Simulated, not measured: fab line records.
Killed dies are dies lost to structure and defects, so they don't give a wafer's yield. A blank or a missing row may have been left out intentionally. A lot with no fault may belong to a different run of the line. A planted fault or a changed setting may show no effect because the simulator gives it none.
Matching of chambers	flow sky130	3 sister chambers for SKY_PASSIVATION_CVD_02 on pecvd-01
The step deposits Si3N4, target thk 540 nm. 6 wafers are shown with their chamber, then 7 later ones without.

== WAFERS, EACH WITH ITS CHAMBER ==
wafer	chamber	heaterPowerOuterW (W)	heaterPowerW (W)
L139.6	1	458	747
L140.1	0	309	589
L140.2	2	423	690
L140.3	1	462	758
L144.1	0	393	701
L144.4	2	476	753

== WAFERS WHOSE CHAMBER IS MISSING ==
wafer	heaterPowerOuterW (W)	heaterPowerW (W)
L144.5	407	679
L147.2	358	634
L147.5	508	809
L147.6	365	657
L150.4	433	721
L150.5	502	798
L150.6	385	665

== WHICH CHAMBER EACH WENT THROUGH ==
wafer	from the rows above	in truth
L144.5	can't be placed: 2 or 0 or 1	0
L147.2	0	0
L147.5	can't be placed: 1 or 2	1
L147.6	0	0
L150.4	can't be placed: 2 or 1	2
L150.5	can't be placed: 1 or 2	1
L150.6	can't be placed: 0 or 2 or 1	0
2 of 7 placed correctly. Cannot be placed on the basis of these rows: 5; the candidates contain the true chamber in 5. Wrongly placed: 0.
How it was worked out, from the rows above alone: a wafer's distance from a chamber is the root of the sum, over the readings, of the square of ((its reading less the chamber's mean) divided by the reading's scatter). If the next closest chamber is less than 2 further off than the closest, the wafer can't be placed; otherwise it belongs to the closest. For every chamber, the mean is computed from those of its wafers that are shown. The scatter: take each reading less its chamber's mean, square it, sum over the shown wafers, divide by the number of wafers less the number of chambers, and take the root.
